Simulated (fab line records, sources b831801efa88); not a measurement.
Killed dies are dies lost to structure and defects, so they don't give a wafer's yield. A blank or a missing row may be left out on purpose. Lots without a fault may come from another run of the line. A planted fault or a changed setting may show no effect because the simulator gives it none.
Which tool did it? | flow gf180mcu | 14 lots, 42 wafers sampled, at 2 steps of a route of 602

WHAT THE GAUGES READ, wafer by wafer
GF_SALICIDE_RS_MEAS_04: measures by four-point-probe. Usual: SALICIDE_TIN_RS 16.4 ohm/sq, standard deviation 0.3.
lot  | measured     | on            | SALICIDE_TIN_RS (ohm/sq) | flag
L813 | day 15 03:02 | film_metro-03 | 16.1 16.5 16.4           |
L814 | day 15 13:01 | film_metro-03 | 16.6 16.7 16.7           |
L815 | day 16 04:56 | film_metro-03 | 16.9 16.5 16.6           |
L816 | day 16 14:58 | film_metro-03 | 16.6 16.4 16.8           |
L817 | day 16 23:35 | film_metro-02 | 16.8 16.7 16.9           |
L821 | day 18 12:22 | film_metro-03 | 16.5 16.1 16.6           |
L822 | day 18 19:23 | film_metro-03 | 16.7 16.8 16.8           |
L827 | day 20 09:33 | film_metro-03 | 16.1 15.9 16.1           |
L828 | day 21 01:05 | film_metro-03 | 16.2 16.2 16.2           |
L829 | day 21 07:55 | film_metro-03 | 16.0 16.4 16.7           |
L831 | day 21 22:13 | film_metro-01 | 16.5 16.4 16.6           |
L833 | day 22 09:48 | film_metro-01 | 17.1 16.9 17.0           |
L834 | day 22 15:24 | film_metro-02 | 16.7 16.6 16.7           |
L835 | day 23 00:15 | film_metro-01 | 16.4 16.5 16.2           |

WHICH TOOL RAN EACH LOT (tool, then ch and the chambers of the sampled wafers, then the start)
lot  | GF_DNWELL_PEB_05
L813 | litho_track-03 ch 0, day 2 18:00
L814 | litho_track-01 ch 0, day 3 00:00
L815 | litho_track-01 ch 0, day 3 04:00
L816 | litho_track-04 ch 0, day 3 10:00
L817 | litho_track-01 ch 0, day 3 15:00
L821 | litho_track-03, day 4 14:00
L822 | litho_track-01, day 4 19:00
L827 | litho_track-01 ch 0, day 5 18:00
L828 | litho_track-04 ch 0, day 6 06:00
L829 | litho_track-04 ch 0, day 6 09:00
L831 | litho_track-03 ch 0, day 6 19:00
L833 | litho_track-01 ch 0, day 7 04:00
L834 | litho_track-04 ch 0, day 7 10:00
L835 | litho_track-04 ch 0, day 7 15:00
- GF_DNWELL_PEB_05

WHAT THE TOOLS THEMSELVES READ (means of the sampled wafers that have a number; where no wafer has one, the mark that the record gives instead)
GF_DNWELL_PEB_05. Usual: chill_plate_temp_C 23.01 C, standard deviation 0.1; exhaust_pa 44.9 Pa, standard deviation 0.9.
lot  | tool           | chill_plate_temp_C (C) | exhaust_pa (Pa) | flag
L813 | litho_track-03 | 23.10                  | 44.9            |
L814 | litho_track-01 | 23.07                  | 45.1            |
L815 | litho_track-01 | 23.03                  | 45.0            |
L816 | litho_track-04 | 23.07                  | 45.5            |
L817 | litho_track-01 | 23.00                  | 44.9            |
L821 | litho_track-03 | -                      | -               | OFF
L822 | litho_track-01 | -                      | -               | OFF
L827 | litho_track-01 | 22.85                  | 45.0            |
L828 | litho_track-04 | 23.09                  | 45.4            |
L829 | litho_track-04 | 23.10                  | 44.7            |
L831 | litho_track-03 | 22.91                  | 45.5            |
L833 | litho_track-01 | 22.96                  | 44.5            |
L834 | litho_track-04 | 22.89                  | 45.5            |
L835 | litho_track-04 | 22.94                  | 43.3            |

THE ANSWER, worked out from the rows above alone
Rule: a lot is off if the mean of its wafers that have a number lies more than 3 standard deviations from the usual mean. A lot without any number at a reading at which 4 lots or more have one is off too. The other lots that the step has rows for count as sound. The gauges are gone through in route order, then the tools' own readings, and for those a lot's mean is taken as printed above. The first step at which some lot is off is used, and at that step the reading that is off furthest; a lot without a number counts as furthest.
Off: L821, L822, at GF_DNWELL_PEB_05 (chill_plate_temp_C). Without a number there: L821, L822.
A tool fits if, at that step or a process step before it, it ran every lot that is off, and no sound lot after the first of them. None of those tried fits.

WHAT THE SIMULATOR HAD PUT IN
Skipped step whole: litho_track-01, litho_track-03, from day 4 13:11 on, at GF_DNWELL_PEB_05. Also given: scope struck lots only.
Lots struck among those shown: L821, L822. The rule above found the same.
